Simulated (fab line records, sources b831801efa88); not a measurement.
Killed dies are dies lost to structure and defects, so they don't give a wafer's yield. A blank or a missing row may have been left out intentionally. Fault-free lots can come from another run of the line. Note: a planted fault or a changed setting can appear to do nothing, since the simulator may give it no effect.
The tool behind it: which one? || flow gf180mcu || 13 lots with 39 wafers sampled at 5 steps, on a route of 602 steps

== WHAT THE GAUGES READ, wafer by wafer ==
GF_MVPSD_OVL_MEAS_07. Usual: MVPSD_OVL gives 0.3 nm (standard deviation 1.2).
{"lot": "L440", "measured": "day 4 23:10", "on": "overlay-01", "MVPSD_OVL (nm)": "-0.1 2.4 0.4", "flag": ""}
{"lot": "L441", "measured": "day 5 06:13", "on": "overlay-01", "MVPSD_OVL (nm)": "0.2 0.2 -0.5", "flag": ""}
{"lot": "L442", "measured": "day 5 08:49", "on": "overlay-02", "MVPSD_OVL (nm)": "-0.8 -1.4 -0.3", "flag": ""}
{"lot": "L443", "measured": "day 5 19:13", "on": "overlay-01", "MVPSD_OVL (nm)": "1.4 0.2 -0.2", "flag": ""}
{"lot": "L445", "measured": "day 6 09:49", "on": "overlay-01", "MVPSD_OVL (nm)": "-0.2 -0.8 1.1", "flag": ""}
{"lot": "L447", "measured": "day 6 19:31", "on": "overlay-02", "MVPSD_OVL (nm)": "-1.4 -1.5 -0.6", "flag": ""}
{"lot": "L450", "measured": "day 7 12:13", "on": "overlay-02", "MVPSD_OVL (nm)": "-0.6 -1.8 -2.0", "flag": ""}
{"lot": "L451", "measured": "day 7 17:55", "on": "overlay-01", "MVPSD_OVL (nm)": "2.3 1.8 1.7", "flag": ""}
{"lot": "L454", "measured": "day 8 09:09", "on": "overlay-01", "MVPSD_OVL (nm)": "-0.9 -0.7 -0.3", "flag": ""}
{"lot": "L458", "measured": "day 9 11:21", "on": "overlay-02", "MVPSD_OVL (nm)": "1.2 1.4 -1.0", "flag": ""}
{"lot": "L459", "measured": "day 9 16:31", "on": "overlay-02", "MVPSD_OVL (nm)": "0.0 0.1 0.7", "flag": ""}
{"lot": "L460", "measured": "day 10 00:25", "on": "overlay-01", "MVPSD_OVL (nm)": "0.9 0.6 1.0", "flag": ""}
{"lot": "L461", "measured": "day 10 04:28", "on": "overlay-01", "MVPSD_OVL (nm)": "-0.9 1.0 0.6", "flag": ""}

GF_VT_IMPLANT_RS_MEAS_49: measurement is done with a four-point probe. Usual: MVPSD_RS gives 1169 ohm/sq (standard deviation 3.3).
{"lot": "L440", "measured": "day 7 10:35", "on": "film_metro-02", "MVPSD_RS (ohm/sq)": "1172 1168 1167", "flag": ""}
{"lot": "L441", "measured": "day 7 18:50", "on": "film_metro-02", "MVPSD_RS (ohm/sq)": "1170 1169 1169", "flag": ""}
{"lot": "L442", "measured": "day 7 22:03", "on": "film_metro-03", "MVPSD_RS (ohm/sq)": "1167 1169 1166", "flag": ""}
{"lot": "L443", "measured": "day 8 09:41", "on": "film_metro-01", "MVPSD_RS (ohm/sq)": "1167 1166 1167", "flag": ""}
{"lot": "L445", "measured": "day 9 02:07", "on": "film_metro-01", "MVPSD_RS (ohm/sq)": "1171 1170 1168", "flag": ""}
{"lot": "L447", "measured": "day 9 13:58", "on": "film_metro-01", "MVPSD_RS (ohm/sq)": "1173 1172 1173", "flag": ""}
{"lot": "L450", "measured": "day 10 08:59", "on": "film_metro-03", "MVPSD_RS (ohm/sq)": "1210 1213 1212", "flag": "OFF"}
{"lot": "L451", "measured": "day 10 14:34", "on": "film_metro-03", "MVPSD_RS (ohm/sq)": "1217 1218 1215", "flag": "OFF"}
{"lot": "L454", "measured": "day 11 07:52", "on": "film_metro-02", "MVPSD_RS (ohm/sq)": "1169 1174 1169", "flag": ""}
{"lot": "L458", "measured": "day 12 11:58", "on": "film_metro-03", "MVPSD_RS (ohm/sq)": "1168 1167 1167", "flag": ""}
{"lot": "L459", "measured": "day 12 18:31", "on": "film_metro-03", "MVPSD_RS (ohm/sq)": "1166 1165 1168", "flag": ""}
{"lot": "L460", "measured": "day 13 01:13", "on": "film_metro-02", "MVPSD_RS (ohm/sq)": "1169 1168 1175", "flag": ""}
{"lot": "L461", "measured": "day 13 05:36", "on": "film_metro-02", "MVPSD_RS (ohm/sq)": "1176 1174 1176", "flag": ""}

== WHAT TOOL EACH LOT RAN ON (gives the tool, then ch and the chambers of the sampled wafers, and finally the start) ==
{"lot": "L440", "GF_STI_ETCH_13": "rie_diel-03 ch 0,1,2, day 2 01:02", "GF_STI_CMP_25": "cmp-01 ch 0,2, day 2 03:45", "GF_MVPSD_IMPLANT_09": "implanter-02 ch 0, day 4 23:22"}
{"lot": "L441", "GF_STI_ETCH_13": "rie_diel-03 ch 0,3, day 2 06:50", "GF_STI_CMP_25": "cmp-01 ch 0,3, day 2 08:46", "GF_MVPSD_IMPLANT_09": "implanter-02 ch 0, day 5 06:26"}
{"lot": "L442", "GF_STI_ETCH_13": "rie_diel-04 ch 0,2,3, day 2 12:14", "GF_STI_CMP_25": "cmp-01 ch 0,2,3, day 2 14:34", "GF_MVPSD_IMPLANT_09": "implanter-04 ch 0, day 5 09:02"}
{"lot": "L443", "GF_STI_ETCH_13": "rie_diel-01 ch 0,2,3, day 2 17:43", "GF_STI_CMP_25": "cmp-02 ch 2,3, day 2 19:54", "GF_MVPSD_IMPLANT_09": "implanter-03 ch 0, day 5 19:25"}
{"lot": "L445", "GF_STI_ETCH_13": "rie_diel-03 ch 0,2,3, day 3 03:23", "GF_STI_CMP_25": "cmp-02 ch 0,1,3, day 3 07:15", "GF_MVPSD_IMPLANT_09": "implanter-03 ch 0, day 6 09:59"}
{"lot": "L447", "GF_STI_ETCH_13": "rie_diel-04 ch 0,2,3, day 3 15:11", "GF_STI_CMP_25": "cmp-02 ch 1,2,3, day 3 17:19", "GF_MVPSD_IMPLANT_09": "implanter-02 ch 0, day 6 19:41"}
{"lot": "L450", "GF_STI_ETCH_13": "rie_diel-01 ch 2,3, day 4 05:07", "GF_STI_CMP_25": "cmp-02 ch 0,1, day 4 07:38", "GF_MVPSD_IMPLANT_09": "implanter-04 ch 0, day 7 12:25"}
{"lot": "L451", "GF_STI_ETCH_13": "rie_diel-01 ch 0,1,3, day 4 10:31", "GF_STI_CMP_25": "cmp-02 ch 1,2,3, day 4 12:50", "GF_MVPSD_IMPLANT_09": "implanter-04 ch 0, day 7 18:05"}
{"lot": "L454", "GF_STI_ETCH_13": "rie_diel-01 ch 0,2,3, day 5 00:35", "GF_STI_CMP_25": "cmp-01 ch 0,2,3, day 5 02:31", "GF_MVPSD_IMPLANT_09": "implanter-02 ch 0, day 8 09:20"}
{"lot": "L458", "GF_STI_ETCH_13": "rie_diel-01 ch 1,2,3, day 5 22:41", "GF_STI_CMP_25": "cmp-02 ch 0,2,3, day 6 01:20", "GF_MVPSD_IMPLANT_09": "implanter-02 ch 0, day 9 11:41"}
{"lot": "L459", "GF_STI_ETCH_13": "rie_diel-03 ch 1,2,3, day 6 03:05", "GF_STI_CMP_25": "cmp-01 ch 1,2, day 6 05:02", "GF_MVPSD_IMPLANT_09": "implanter-03 ch 0, day 9 16:41"}
{"lot": "L460", "GF_STI_ETCH_13": "rie_diel-01 ch 1,2, day 6 08:38", "GF_STI_CMP_25": "cmp-01 ch 0,1,2, day 6 10:50", "GF_MVPSD_IMPLANT_09": "implanter-03 ch 0, day 10 00:35"}
{"lot": "L461", "GF_STI_ETCH_13": "rie_diel-01 ch 1,3, day 6 13:14", "GF_STI_CMP_25": "cmp-01 ch 0,2, day 6 15:13", "GF_MVPSD_IMPLANT_09": "implanter-03 ch 0, day 10 04:38"}
- GF_STI_ETCH_13: etches the open film in CHF3/O2, stops on Si, target depth 282.31 nm, time 112.9 s.
- GF_STI_CMP_25: polishes, stops on Si3N4, t overpolish 33 s, target thk 524.6 nm.
- GF_MVPSD_IMPLANT_09

== WHAT THE TOOLS THEMSELVES READ (means of the sampled wafers that have a number; where no wafer has one, the mark that the record gives instead) ==
GF_STI_ETCH_13. Usual: drypump_motor_current_A 5.9 A, standard deviation 0.51; oes_product_au 0.832 a.u., standard deviation 0.0069; throttle_valve_pct 8.811 %, standard deviation 0.0088.
{"lot": "L440", "tool": "rie_diel-03", "drypump_motor_current_A (A)": 5.5, "oes_product_au (a.u.)": 0.827, "throttle_valve_pct (%)": 8.801, "flag": ""}
{"lot": "L441", "tool": "rie_diel-03", "drypump_motor_current_A (A)": 5.8, "oes_product_au (a.u.)": 0.835, "throttle_valve_pct (%)": 8.808, "flag": ""}
{"lot": "L442", "tool": "rie_diel-04", "drypump_motor_current_A (A)": 5.9, "oes_product_au (a.u.)": 0.827, "throttle_valve_pct (%)": 8.805, "flag": ""}
{"lot": "L443", "tool": "rie_diel-01", "drypump_motor_current_A (A)": 5.9, "oes_product_au (a.u.)": 0.832, "throttle_valve_pct (%)": 8.816, "flag": ""}
{"lot": "L445", "tool": "rie_diel-03", "drypump_motor_current_A (A)": 5.6, "oes_product_au (a.u.)": 0.840, "throttle_valve_pct (%)": 8.815, "flag": ""}
{"lot": "L447", "tool": "rie_diel-04", "drypump_motor_current_A (A)": 5.9, "oes_product_au (a.u.)": 0.843, "throttle_valve_pct (%)": 8.820, "flag": ""}
{"lot": "L450", "tool": "rie_diel-01", "drypump_motor_current_A (A)": 6.4, "oes_product_au (a.u.)": 0.828, "throttle_valve_pct (%)": 8.808, "flag": ""}
{"lot": "L451", "tool": "rie_diel-01", "drypump_motor_current_A (A)": 6.2, "oes_product_au (a.u.)": 0.825, "throttle_valve_pct (%)": 8.800, "flag": ""}
{"lot": "L454", "tool": "rie_diel-01", "drypump_motor_current_A (A)": 5.9, "oes_product_au (a.u.)": 0.839, "throttle_valve_pct (%)": 8.826, "flag": ""}
{"lot": "L458", "tool": "rie_diel-01", "drypump_motor_current_A (A)": 6.3, "oes_product_au (a.u.)": 0.829, "throttle_valve_pct (%)": 8.807, "flag": ""}
{"lot": "L459", "tool": "rie_diel-03", "drypump_motor_current_A (A)": 5.7, "oes_product_au (a.u.)": 0.835, "throttle_valve_pct (%)": 8.815, "flag": ""}
{"lot": "L460", "tool": "rie_diel-01", "drypump_motor_current_A (A)": 6.2, "oes_product_au (a.u.)": 0.845, "throttle_valve_pct (%)": 8.809, "flag": ""}
{"lot": "L461", "tool": "rie_diel-01", "drypump_motor_current_A (A)": 6.6, "oes_product_au (a.u.)": 0.836, "throttle_valve_pct (%)": 8.814, "flag": ""}

GF_STI_CMP_25. Usual: head_pressure_psi 3.998 psi, standard deviation 0.0085; motor_current_A 12.4 A, standard deviation 1.3; overpolish_run_s 33.001 s, standard deviation 0.0092; time_to_endpoint_s 130 s, standard deviation 4.7.
{"lot": "L440", "tool": "cmp-01", "head_pressure_psi (psi)": 4.006, "motor_current_A (A)": 12.1, "overpolish_run_s (s)": 33.013, "time_to_endpoint_s (s)": 133, "flag": ""}
{"lot": "L441", "tool": "cmp-01", "head_pressure_psi (psi)": 4.005, "motor_current_A (A)": 12.4, "overpolish_run_s (s)": 33.003, "time_to_endpoint_s (s)": 133, "flag": ""}
{"lot": "L442", "tool": "cmp-01", "head_pressure_psi (psi)": 4.005, "motor_current_A (A)": 12.3, "overpolish_run_s (s)": 33.011, "time_to_endpoint_s (s)": 132, "flag": ""}
{"lot": "L443", "tool": "cmp-02", "head_pressure_psi (psi)": 3.993, "motor_current_A (A)": 12.9, "overpolish_run_s (s)": 33.006, "time_to_endpoint_s (s)": 130, "flag": ""}
{"lot": "L445", "tool": "cmp-02", "head_pressure_psi (psi)": 3.999, "motor_current_A (A)": 13.2, "overpolish_run_s (s)": 32.999, "time_to_endpoint_s (s)": 132, "flag": ""}
{"lot": "L447", "tool": "cmp-02", "head_pressure_psi (psi)": 4.004, "motor_current_A (A)": 12.2, "overpolish_run_s (s)": 32.997, "time_to_endpoint_s (s)": 128, "flag": ""}
{"lot": "L450", "tool": "cmp-02", "head_pressure_psi (psi)": 3.995, "motor_current_A (A)": 13.3, "overpolish_run_s (s)": 33.001, "time_to_endpoint_s (s)": 130, "flag": ""}
{"lot": "L451", "tool": "cmp-02", "head_pressure_psi (psi)": 3.986, "motor_current_A (A)": 12.4, "overpolish_run_s (s)": 33.000, "time_to_endpoint_s (s)": 129, "flag": ""}
{"lot": "L454", "tool": "cmp-01", "head_pressure_psi (psi)": 3.999, "motor_current_A (A)": 12.5, "overpolish_run_s (s)": 32.997, "time_to_endpoint_s (s)": 134, "flag": ""}
{"lot": "L458", "tool": "cmp-02", "head_pressure_psi (psi)": 4.002, "motor_current_A (A)": 12.7, "overpolish_run_s (s)": 32.998, "time_to_endpoint_s (s)": 126, "flag": ""}
{"lot": "L459", "tool": "cmp-01", "head_pressure_psi (psi)": 4.001, "motor_current_A (A)": 11.7, "overpolish_run_s (s)": 33.005, "time_to_endpoint_s (s)": 130, "flag": ""}
{"lot": "L460", "tool": "cmp-01", "head_pressure_psi (psi)": 3.996, "motor_current_A (A)": 11.5, "overpolish_run_s (s)": 32.996, "time_to_endpoint_s (s)": 131, "flag": ""}
{"lot": "L461", "tool": "cmp-01", "head_pressure_psi (psi)": 4.012, "motor_current_A (A)": 11.5, "overpolish_run_s (s)": 32.991, "time_to_endpoint_s (s)": 132, "flag": ""}

GF_MVPSD_IMPLANT_09. Usual: beam_on_s 10.00 s, standard deviation 0.21; end_station_pressure_torr 4.99e-06 Torr, standard deviation 2.6e-07; faraday_current_uA 28.2, standard deviation 0.6.
{"lot": "L440", "tool": "implanter-02", "beam_on_s (s)": 10.21, "end_station_pressure_torr (Torr)": 5.17e-06, "faraday_current_uA": 27.7, "flag": ""}
{"lot": "L441", "tool": "implanter-02", "beam_on_s (s)": 9.90, "end_station_pressure_torr (Torr)": 4.75e-06, "faraday_current_uA": 28.6, "flag": ""}
{"lot": "L442", "tool": "implanter-04", "beam_on_s (s)": 9.81, "end_station_pressure_torr (Torr)": 4.75e-06, "faraday_current_uA": 28.7, "flag": ""}
{"lot": "L443", "tool": "implanter-03", "beam_on_s (s)": 9.85, "end_station_pressure_torr (Torr)": 4.98e-06, "faraday_current_uA": 28.6, "flag": ""}
{"lot": "L445", "tool": "implanter-03", "beam_on_s (s)": 9.94, "end_station_pressure_torr (Torr)": 5.17e-06, "faraday_current_uA": 28.4, "flag": ""}
{"lot": "L447", "tool": "implanter-02", "beam_on_s (s)": 10.23, "end_station_pressure_torr (Torr)": 4.94e-06, "faraday_current_uA": 27.5, "flag": ""}
{"lot": "L450", "tool": "implanter-04", "beam_on_s (s)": 7.96, "end_station_pressure_torr (Torr)": 4.89e-06, "faraday_current_uA": 35.4, "flag": "OFF"}
{"lot": "L451", "tool": "implanter-04", "beam_on_s (s)": 7.90, "end_station_pressure_torr (Torr)": 5.33e-06, "faraday_current_uA": 35.7, "flag": "OFF"}
{"lot": "L454", "tool": "implanter-02", "beam_on_s (s)": 10.12, "end_station_pressure_torr (Torr)": 5.08e-06, "faraday_current_uA": 27.9, "flag": ""}
{"lot": "L458", "tool": "implanter-02", "beam_on_s (s)": 10.02, "end_station_pressure_torr (Torr)": 5.11e-06, "faraday_current_uA": 28.1, "flag": ""}
{"lot": "L459", "tool": "implanter-03", "beam_on_s (s)": 9.81, "end_station_pressure_torr (Torr)": 5.16e-06, "faraday_current_uA": 28.8, "flag": ""}
{"lot": "L460", "tool": "implanter-03", "beam_on_s (s)": 9.98, "end_station_pressure_torr (Torr)": 5.28e-06, "faraday_current_uA": 28.2, "flag": ""}
{"lot": "L461", "tool": "implanter-03", "beam_on_s (s)": 10.14, "end_station_pressure_torr (Torr)": 4.96e-06, "faraday_current_uA": 27.8, "flag": ""}

== THE ANSWER, worked out from the rows above alone ==
Rule: take the mean of a lot's wafers that have a number; if it is more than 3 standard deviations from the usual mean, the lot is off. Also off: a lot with no number at a reading for which 4 or more lots have one. The other lots that the step has rows for count as sound. First the gauges in route order, then the tools' own readings, where a lot's mean is used as printed above. The first step at which some lot is off is used, and at that step the reading that is off furthest; a lot without a number counts as furthest.
Off: at GF_VT_IMPLANT_RS_MEAS_49 (MVPSD_RS), L450, L451.
A tool fits if, at a process step before that reading, it ran every lot that is off, and no sound lot after the first of them. Not tried: the gauges at GF_VT_IMPLANT_RS_MEAS_49; whatever is off there is also off at GF_MVPSD_IMPLANT_09, on other tools, and gauge error can't account for it. One fits: GF_MVPSD_IMPLANT_09 on implanter-04. A fault onset in the window from L442 (day 5 09:02, its last sound lot) to L450 (day 7 12:25, its first lot off) fits.
The tool's own readings at GF_MVPSD_IMPLANT_09 bear it out: on the lots that are off they differ by more than 5 times the standard deviation of the sound lots' means. beam_on_s reads 7.93 s there against 10.00 s on the sound lots; faraday_current_uA reads 35.5 there against 28.2 on the sound lots.

== WHAT WAS PUT IN BY THE SIMULATOR ==
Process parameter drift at GF_MVPSD_IMPLANT_09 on implanter-04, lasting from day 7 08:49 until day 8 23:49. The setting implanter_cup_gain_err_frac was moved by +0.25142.
Struck lots among those shown: L450, L451. The rule above found the same.
